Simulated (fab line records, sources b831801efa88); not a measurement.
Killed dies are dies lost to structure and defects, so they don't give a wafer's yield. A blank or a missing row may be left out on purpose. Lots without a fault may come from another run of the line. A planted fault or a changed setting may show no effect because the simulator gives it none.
Tool commonality check | flow gf180mcu | 13 lots, 51 wafers sampled

WHY IT WAS OPENED
At GF_HV_LDD_TW_MEAS_38 the reading HV_LDD_3_TW is flagged on 4 of 13 lots. Wafers without a fault read 1432, standard deviation 8.3.
Rule: a lot is flagged when every wafer of it that has a number lies more than 4 standard deviations from that mean, or none has a number. The other lots count as sound.

lot  | measured     | on            | HV_LDD_3_TW, wafer by wafer   | flag
L459 | day 11 06:27 | film_metro-03 | 1422 1423 1420                |
L460 | day 12 08:07 | film_metro-03 | 1423 1415 1432                |
L461 | day 12 16:26 | film_metro-03 | 1431 1420 1412                |
L462 | day 12 17:22 | film_metro-02 | 1450 1457 1450                |
L463 | day 13 00:06 | film_metro-01 | 1437 1438 1441                |
L464 | day 13 06:18 | film_metro-03 | 1428 1438 1428                |
L465 | day 13 12:36 | film_metro-02 | 1437 1432 1435                |
L466 | day 14 00:39 | film_metro-03 | 1432 1433 1434                |
L468 | day 14 16:08 | film_metro-02 | 1445 1440 1441                |
L467 | day 14 16:44 | film_metro-01 | 1313 1310 1307 1312 1308 1319 | FLAGGED
L469 | day 14 19:14 | film_metro-03 | 1326 1323 1319 1324 1319 1319 | FLAGGED
L470 | day 15 05:15 | film_metro-01 | 1319 1314 1316 1320 1312 1309 | FLAGGED
L471 | day 15 09:21 | film_metro-03 | 1308 1315 1317 1312 1311 1313 | FLAGGED
The numbers of the flagged lots are 1315 on average: -117 against the usual, or -14 standard deviations.

WHICH TOOL RAN EACH LOT
The record holds 2 process steps before the reading, out of a route of 602 steps. In each cell: the tool, then ch and the chambers that the sampled wafers went through, then the start.
lot  | flag    | GF_MVPSD_STRIP_10                   | GF_HV_LDD_IMPLANT_36
L459 |         | plasma_asher-03 ch 0,1, day 4 23:49 | implanter-04 ch 0, day 11 06:15
L460 |         | plasma_asher-03 ch 0,1, day 5 15:28 | implanter-02 ch 0, day 12 07:52
L461 |         | plasma_asher-01 ch 0,1, day 5 21:03 | implanter-01 ch 0, day 12 16:11
L462 |         | plasma_asher-01 ch 0,1, day 5 21:13 | implanter-02 ch 0, day 12 17:08
L463 |         | plasma_asher-03 ch 0,1, day 6 01:49 | implanter-01 ch 0, day 12 23:51
L464 |         | plasma_asher-03 ch 0,1, day 6 08:45 | implanter-01 ch 0, day 13 06:03
L465 |         | plasma_asher-03 ch 0,1, day 6 14:34 | implanter-02 ch 0, day 13 12:21
L466 |         | plasma_asher-01 ch 0,1, day 6 22:38 | implanter-04 ch 0, day 14 00:26
L468 |         | plasma_asher-01 ch 0,1, day 7 08:27 | implanter-04 ch 0, day 14 15:53
L467 | FLAGGED | plasma_asher-01 ch 0, day 7 08:13   | implanter-01 ch 0, day 14 16:30
L469 | FLAGGED | plasma_asher-04 ch 0,1, day 7 12:40 | implanter-01 ch 0, day 14 19:02
L470 | FLAGGED | plasma_asher-01 ch 1, day 7 17:29   | implanter-02 ch 0, day 15 05:00
L471 | FLAGGED | plasma_asher-04 ch 0,1, day 8 01:01 | implanter-04 ch 0, day 15 09:06
What these steps do:
- GF_MVPSD_STRIP_10: strips in O2/N2.
- GF_HV_LDD_IMPLANT_36
- GF_HV_LDD_TW_MEAS_38

FLAGGED OVER TOTAL, TOOL BY TOOL (the gauges that took the reading come last)
step                 | tool            | lots run | flagged | share of the flagged lots | sound lots run after its first flagged lot
GF_MVPSD_STRIP_10    | plasma_asher-01 | 6        | 2       | some                      | 1 (L468)
GF_MVPSD_STRIP_10    | plasma_asher-03 | 5        | 0       | none                      | -
GF_MVPSD_STRIP_10    | plasma_asher-04 | 2        | 2       | some                      | 0
GF_HV_LDD_IMPLANT_36 | implanter-01    | 5        | 2       | some                      | 0
GF_HV_LDD_IMPLANT_36 | implanter-02    | 4        | 1       | some                      | 0
GF_HV_LDD_IMPLANT_36 | implanter-04    | 4        | 1       | some                      | 0
GF_HV_LDD_TW_MEAS_38 | film_metro-01   | 3        | 2       | some                      | 0
GF_HV_LDD_TW_MEAS_38 | film_metro-02   | 3        | 0       | none                      | -
GF_HV_LDD_TW_MEAS_38 | film_metro-03   | 7        | 2       | some                      | 0

WHAT THE TABLE ALLOWS
No row of the table ran every flagged lot.

WHAT THE SIMULATOR HAD PUT IN
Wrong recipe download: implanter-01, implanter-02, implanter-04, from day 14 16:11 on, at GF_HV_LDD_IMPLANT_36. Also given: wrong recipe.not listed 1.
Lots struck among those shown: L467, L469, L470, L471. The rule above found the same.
